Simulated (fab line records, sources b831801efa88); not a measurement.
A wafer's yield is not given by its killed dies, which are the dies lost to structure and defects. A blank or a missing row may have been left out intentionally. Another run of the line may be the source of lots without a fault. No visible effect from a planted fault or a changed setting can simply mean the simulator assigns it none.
Split-lot experiment + flow gf180mcu + 23 wafers read from 5 lots, route of 602 steps

## THE SPLIT ITSELF
At GF_VT_IMPLANT_IMPLANT_30, the setting dose-cm2 was moved away from the recipe's 2.534e+12 on 6 of the 23 wafers read, by -8.6% to +13.3%. This setting was run at the recipe's value on the other wafers.

## FROM THE SPLIT ON TO THE READING: in between, the file shows 1 step
- GF_VT_IMPLANT_STRIP_31: strips in O2/N2

## THE READING
VT_IMPLANT_3_TW, at GF_VT_IMPLANT_TW_MEAS_32. Fault-free wafers of this fab line usually give 270.0, standard deviation 1.6.

| wafer  | tool, chamber at the split | dose-cm2 as run | against the recipe | VT_IMPLANT_3_TW | against lot-mates on the recipe |
|--------|----------------------------|-----------------|--------------------|-----------------|---------------------------------|
| L075.1 | implanter-01, 0            | 2.534e+12       | recipe             | 268.1           | -                               |
| L075.4 | implanter-01, 0            | 2.534e+12       | recipe             | 268.0           | -                               |
| L075.6 | implanter-01, 0            | 2.534e+12       | recipe             | 267.5           | -                               |
| L077.1 | implanter-03, 0            | 2.332e+12       | -8.0%              | 264.8           | -5.7                            |
| L077.2 | implanter-03, 0            | 2.534e+12       | recipe             | 269.7           | -                               |
| L077.3 | implanter-03, 0            | 2.332e+12       | -8.0%              | 263.7           | -6.8                            |
| L077.5 | implanter-03, 0            | 2.534e+12       | recipe             | 271.4           | -                               |
| L077.6 | implanter-03, 0            | 2.534e+12       | recipe             | 270.5           | -                               |
| L078.1 | implanter-02, 0            | 2.871e+12       | +13.3%             | 278.5           | +8.6                            |
| L078.2 | implanter-02, 0            | 2.534e+12       | recipe             | 270.3           | -                               |
| L078.3 | implanter-02, 0            | 2.871e+12       | +13.3%             | 279.3           | +9.4                            |
| L078.4 | implanter-02, 0            | 2.534e+12       | recipe             | 269.3           | -                               |
| L078.6 | implanter-02, 0            | 2.534e+12       | recipe             | 270.2           | -                               |
| L079.1 | implanter-01, 0            | 2.534e+12       | recipe             | 270.5           | -                               |
| L079.2 | implanter-01, 0            | 2.315e+12       | -8.6%              | 265.1           | -6.7                            |
| L079.3 | implanter-01, 0            | 2.534e+12       | recipe             | 273.5           | -                               |
| L079.4 | implanter-01, 0            | 2.315e+12       | -8.6%              | 264.0           | -7.8                            |
| L079.5 | implanter-01, 0            | 2.534e+12       | recipe             | 271.5           | -                               |
| L083.2 | implanter-03, 0            | 2.534e+12       | recipe             | 270.9           | -                               |
| L083.3 | implanter-03, 0            | 2.534e+12       | recipe             | 270.2           | -                               |
| L083.4 | implanter-03, 0            | 2.534e+12       | recipe             | 269.9           | -                               |
| L083.5 | implanter-03, 0            | 2.534e+12       | recipe             | 271.8           | -                               |
| L083.6 | implanter-03, 0            | 2.534e+12       | recipe             | 271.8           | -                               |

THE FIT
A straight line over all 23 wafers: VT_IMPLANT_3_TW changes by +0.673 for each +1% of dose-cm2; r = +0.94; the points scatter about the line by 1.4.
The same after taking each lot's own level away (the mean of its wafers on the recipe; 23 wafers): +0.735 for each +1%; r = +0.98; scatter 0.82.
On that fit, the largest move of dose-cm2 shifts the reading by 9.8.
Measured against the standard deviation above, the lots' own levels, which go from 267.87 to 271.83, span 2.5 times it.
Hence the lot-to-lot level has little effect on the slope; both slopes agree.
Check: +10.1 against its lot-mates is what the line predicts for one of the wafers moved furthest among these (+13.3%) when that wafer is left out of the fit. Against them it came out at +8.57.

## THE OTHER SPLITS THESE WAFERS WENT THROUGH
These wafers also went through other splits before the reading. Each is held against what the fit with the lots' levels taken away leaves over:
| other split on the same wafers      | wafers away from the commonest value | r with VT_IMPLANT_3_TW (lot level and that fit taken away) |
|-------------------------------------|--------------------------------------|------------------------------------------------------------|
| GF_STI_CVD_03 temp-c                | 15                                   | -0.13                                                      |
| GF_STI_ETCH_13 bias-w               | 8                                    | -0.14                                                      |
| GF_NWELL_EXPOSE_04 dose-mj          | 5                                    | -0.03                                                      |
| GF_NWELL_IMPLANT_08 energy-kev      | 6                                    | -0.33                                                      |
| GF_LVPWELL_COAT_02 resist-thk-nm    | 5                                    | +0.10                                                      |
| GF_MVPSD_STRIP_10 pressure-mtorr    | 10                                   | -0.04                                                      |
| GF_VT_IMPLANT_COAT_13 resist-thk-nm | 10                                   | +0.15                                                      |
| GF_VT_IMPLANT_COAT_24 spin-rpm      | 7                                    | -0.19                                                      |

## THE FILE'S OWN FIT
VT_IMPLANT_3_TW changes by +0.737 for each +1% of dose-cm2, r = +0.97.
